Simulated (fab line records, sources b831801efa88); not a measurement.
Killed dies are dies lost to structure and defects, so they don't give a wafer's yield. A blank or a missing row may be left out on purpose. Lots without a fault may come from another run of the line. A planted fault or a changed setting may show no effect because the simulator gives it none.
Which tool did it? | flow sky130 | 12 lots, 36 wafers sampled, at 5 steps of a route of 708

WHAT THE GAUGES READ, wafer by wafer
The record holds no reading of a measuring or inspecting step that can be judged against a usual standard deviation.

WHICH TOOL RAN EACH LOT (tool, then ch and the chambers of the sampled wafers, then the start)
lot  | SKY_VIA2_CMP_24               | SKY_METAL3_SPUTTER_00        | SKY_METAL3_SPUTTER_03        | SKY_METAL3_SOFTBAKE_09            | SKY_PAD_OPEN_PROBE_99
L734 | cmp-02 ch 1,2,3, day 36 10:32 | pvd_sputter-02, day 36 10:50 | pvd_sputter-02, day 36 10:55 | litho_track-04 ch 0, day 38 01:00 | prober-02, day 45 19:08
L737 | cmp-02 ch 0,1,2, day 37 04:25 | pvd_sputter-01, day 37 04:34 | pvd_sputter-01, day 37 04:39 | litho_track-01 ch 0, day 38 19:00 | prober-02, day 46 10:53
L736 | cmp-02 ch 0,1, day 37 06:20   | pvd_sputter-02, day 37 06:38 | pvd_sputter-02, day 37 06:43 | litho_track-01 ch 0, day 38 21:00 | prober-01, day 46 12:38
L738 | cmp-02 ch 0,1, day 37 09:11   | pvd_sputter-01, day 37 09:29 | pvd_sputter-01, day 37 09:34 | litho_track-04 ch 0, day 39 00:00 | prober-02, day 46 13:35
L739 | cmp-01 ch 1,3, day 37 20:47   | pvd_sputter-01, day 37 21:02 | pvd_sputter-01, day 37 21:07 | litho_track-03 ch 0, day 39 11:00 | prober-01, day 47 00:30
L740 | cmp-01 ch 1,2, day 39 03:56   | pvd_sputter-03, day 39 04:11 | pvd_sputter-03, day 39 04:17 | litho_track-04 ch 0, day 40 17:00 | prober-01, day 48 02:35
L741 | cmp-01 ch 0,1, day 39 06:33   | pvd_sputter-02, day 39 06:51 | pvd_sputter-02, day 39 06:56 | litho_track-03 ch 0, day 40 20:00 | prober-02, day 48 04:12
L746 | cmp-02 ch 0,1,3, day 40 01:07 | pvd_sputter-02, day 40 01:19 | pvd_sputter-02, day 40 01:23 | litho_track-04 ch 0, day 41 13:00 | prober-01, day 48 15:46
L749 | cmp-02 ch 0,1,2, day 40 17:58 | pvd_sputter-02, day 40 18:10 | pvd_sputter-02, day 40 18:15 | litho_track-01 ch 0, day 42 07:00 | prober-02, day 49 06:02
L751 | cmp-02 ch 1,2,3, day 41 06:59 | pvd_sputter-03, day 41 07:14 | pvd_sputter-03, day 41 07:20 | litho_track-01 ch 0, day 42 19:00 | prober-02, day 49 13:18
L754 | cmp-02 ch 1,2, day 42 03:30   | pvd_sputter-03, day 42 03:48 | pvd_sputter-03, day 42 03:53 | litho_track-04 ch 0, day 43 14:00 | prober-01, day 50 04:44
L757 | cmp-01 ch 0,1,2, day 42 22:22 | pvd_sputter-03, day 42 22:34 | pvd_sputter-03, day 42 22:40 | litho_track-03 ch 0, day 44 09:00 | prober-02, day 50 20:14
- SKY_VIA2_CMP_24: polishes, stops on SiO2, t overpolish 20 s, target thk 0 nm.
- SKY_METAL3_SPUTTER_00: material Ti, target thk 15 nm, time 10 s.
- SKY_METAL3_SPUTTER_03: material Ti, target thk 5 nm, time 3.3 s.
- SKY_METAL3_SOFTBAKE_09: time 90 s.
- SKY_PAD_OPEN_PROBE_99

WHAT THE TOOLS THEMSELVES READ (means of the sampled wafers that have a number; where no wafer has one, the mark that the record gives instead)
SKY_VIA2_CMP_24.
lot  | tool   | head_pressure_psi (psi) | motor_current_A (A) | overpolish_run_s (s) | time_to_endpoint_s (s)
L734 | cmp-02 | 3.505                   | 10.7                | 19.997               | 103
L737 | cmp-02 | 3.500                   | 12.2                | 19.997               | 106
L736 | cmp-02 | 3.502                   | 12.2                | 19.996               | 104
L738 | cmp-02 | 3.497                   | 12.5                | 19.992               | 105
L739 | cmp-01 | 3.506                   | 11.2                | 20.001               | 97
L740 | cmp-01 | 3.495                   | 10.8                | 19.993               | 103
L741 | cmp-01 | 3.503                   | 11.5                | 19.997               | 97
L746 | cmp-02 | 3.505                   | 11.6                | 20.005               | 106
L749 | cmp-02 | 3.502                   | 12.3                | 20.009               | 103
L751 | cmp-02 | 3.492                   | 10.3                | 19.996               | 109
L754 | cmp-02 | 3.500                   | 10.5                | 20.001               | 108
L757 | cmp-01 | 3.495                   | 11.2                | 19.999               | 98

SKY_METAL3_SPUTTER_00.
lot  | tool           | cathode_dc_power_W (W) | throttle_valve_pct (%)
L734 | pvd_sputter-02 | 2999.7                 | 29.3
L737 | pvd_sputter-01 | 2999.7                 | 29.8
L736 | pvd_sputter-02 | 2999.7                 | 29.6
L738 | pvd_sputter-01 | 3000.0                 | 30.4
L739 | pvd_sputter-01 | 2999.7                 | 30.7
L740 | pvd_sputter-03 | 3000.1                 | 29.8
L741 | pvd_sputter-02 | 2999.8                 | 29.3
L746 | pvd_sputter-02 | 2999.8                 | 29.3
L749 | pvd_sputter-02 | 3000.5                 | 29.3
L751 | pvd_sputter-03 | 2999.9                 | 31.1
L754 | pvd_sputter-03 | 3000.1                 | 29.7
L757 | pvd_sputter-03 | 3000.9                 | 29.9

SKY_METAL3_SPUTTER_03.
lot  | tool           | cathode_dc_power_W (W) | throttle_valve_pct (%)
L734 | pvd_sputter-02 | 3000.4                 | 29.0
L737 | pvd_sputter-01 | 2999.7                 | 29.9
L736 | pvd_sputter-02 | 3000.7                 | 29.7
L738 | pvd_sputter-01 | 3000.1                 | 30.6
L739 | pvd_sputter-01 | 3000.0                 | 30.4
L740 | pvd_sputter-03 | 2999.6                 | 29.7
L741 | pvd_sputter-02 | 3000.2                 | 29.4
L746 | pvd_sputter-02 | 2999.7                 | 29.2
L749 | pvd_sputter-02 | 3000.4                 | 29.2
L751 | pvd_sputter-03 | 3000.0                 | 31.0
L754 | pvd_sputter-03 | 2999.9                 | 29.7
L757 | pvd_sputter-03 | 3000.1                 | 29.9

SKY_METAL3_SOFTBAKE_09.
lot  | tool           | heater_power_total_W (W) | plate_temp_C (C)
L734 | litho_track-04 | 57.29                    | 99.97
L737 | litho_track-01 | 57.51                    | 100.07
L736 | litho_track-01 | 57.25                    | 99.98
L738 | litho_track-04 | 57.41                    | 99.96
L739 | litho_track-03 | 57.37                    | 100.13
L740 | litho_track-04 | 57.36                    | 99.99
L741 | litho_track-03 | 57.38                    | 99.98
L746 | litho_track-04 | 57.39                    | 99.93
L749 | litho_track-01 | 56.42                    | 98.69
L751 | litho_track-01 | 56.42                    | 98.85
L754 | litho_track-04 | 57.36                    | 99.93
L757 | litho_track-03 | 57.23                    | 99.96

SKY_PAD_OPEN_PROBE_99.
lot  | tool      | defect_limited_yield (%) | killed_at_M0_to_M3 | killed_at_M4_up | killed_at_contacts | killed_at_front_end | killed_at_other | killed_dies | killed_open | killed_short | sort_bin_3_pad_short (%) | sort_bin_5_function (%) | sort_bin_6_memory (%) | sort_n_pass | sort_yield_pct (%)
L734 | prober-02 | 81.8                     | 45                 | 2               | 26                 | 17                  | 0.3             | 89          | 52          | 38           | 0.7                      | 10.2                    | 7.2                   | 403         | 81.8
L737 | prober-02 | 80.9                     | 49                 | 3               | 27                 | 15                  | 0.0             | 94          | 51          | 43           | 0.9                      | 11.3                    | 6.8                   | 398         | 80.9
L736 | prober-01 | 82.0                     | 48                 | 4               | 24                 | 12                  | 0.3             | 89          | 46          | 42           | 0.7                      | 11.0                    | 6.3                   | 403         | 82.0
L738 | prober-02 | 80.8                     | 48                 | 3               | 30                 | 14                  | 0.3             | 95          | 50          | 45           | 1.0                      | 11.9                    | 6.4                   | 397         | 80.8
L739 | prober-01 | 81.8                     | 43                 | 3               | 30                 | 13                  | 0.0             | 90          | 50          | 40           | 0.8                      | 11.0                    | 6.4                   | 402         | 81.8
L740 | prober-01 | 83.4                     | 40                 | 3               | 22                 | 17                  | 0.3             | 82          | 42          | 40           | 1.1                      | 10.4                    | 5.2                   | 410         | 83.4
L741 | prober-02 | 82.3                     | 48                 | 2               | 23                 | 13                  | 0.3             | 87          | 56          | 31           | 1.1                      | 10.4                    | 6.2                   | 405         | 82.3
L746 | prober-01 | 82.0                     | 43                 | 3               | 26                 | 16                  | 0.0             | 88          | 53          | 36           | 1.1                      | 10.9                    | 6.0                   | 404         | 82.0
L749 | prober-02 | 84.1                     | 43                 | 2               | 20                 | 14                  | 0.3             | 78          | 38          | 40           | 1.2                      | 8.7                     | 6.0                   | 414         | 84.1
L751 | prober-02 | 83.6                     | 43                 | 3               | 22                 | 12                  | 0.0             | 81          | 46          | 35           | 0.7                      | 9.2                     | 6.5                   | 411         | 83.6
L754 | prober-01 | 80.3                     | 47                 | 2               | 27                 | 21                  | 0.0             | 97          | 48          | 48           | 1.1                      | 12.0                    | 6.5                   | 395         | 80.3
L757 | prober-02 | 82.7                     | 46                 | 3               | 22                 | 14                  | 0.0             | 85          | 46          | 39           | 1.0                      | 10.9                    | 5.4                   | 407         | 82.7

THE ANSWER, worked out from the rows above alone
Rule: what is usual is taken from the lots themselves. Put in order of their means at a reading, lots are off if they are a third of the lots or fewer, leave a main group of 4 or more, and stand apart from it by a gap of 3 or more times the standard deviation of the main group's means; of several such gaps the widest counts. A main group whose means are all the same, to the digits that the tables above print for the reading, isn't used. A lot without any number at a reading at which 4 lots or more have one is off too. The other lots that the step has rows for count as sound. The gauges are gone through in route order, then the tools' own readings, and for those a lot's mean is taken as printed above. The first step at which some lot is off is used, and at that step the reading that is off furthest; a lot without a number counts as furthest.
Off: L749, L751, at SKY_METAL3_SOFTBAKE_09 (plate_temp_C). The main group: mean 99.99 C, standard deviation 0.06.
A tool fits if, at that step or a process step before it, it ran every lot that is off, and no sound lot after the first of them. One fits: litho_track-01 at SKY_METAL3_SOFTBAKE_09. Its last sound lot is L736 (day 38 21:00), its first lot that is off L749 (day 42 07:00): a fault that began between those two fits.
The tool's own readings at SKY_METAL3_SOFTBAKE_09 bear it out: on the lots that are off they differ by more than 5 times the standard deviation of the sound lots' means. heater_power_total_W reads 56.42 W there against 57.35 W on the sound lots; plate_temp_C reads 98.77 C there against 99.99 C on the sound lots.

WHAT THE SIMULATOR HAD PUT IN
Process parameter drift: litho_track-01, from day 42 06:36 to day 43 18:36, at SKY_METAL3_SOFTBAKE_09. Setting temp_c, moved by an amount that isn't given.
Lots struck among those shown: L749, L751. The rule above found the same.
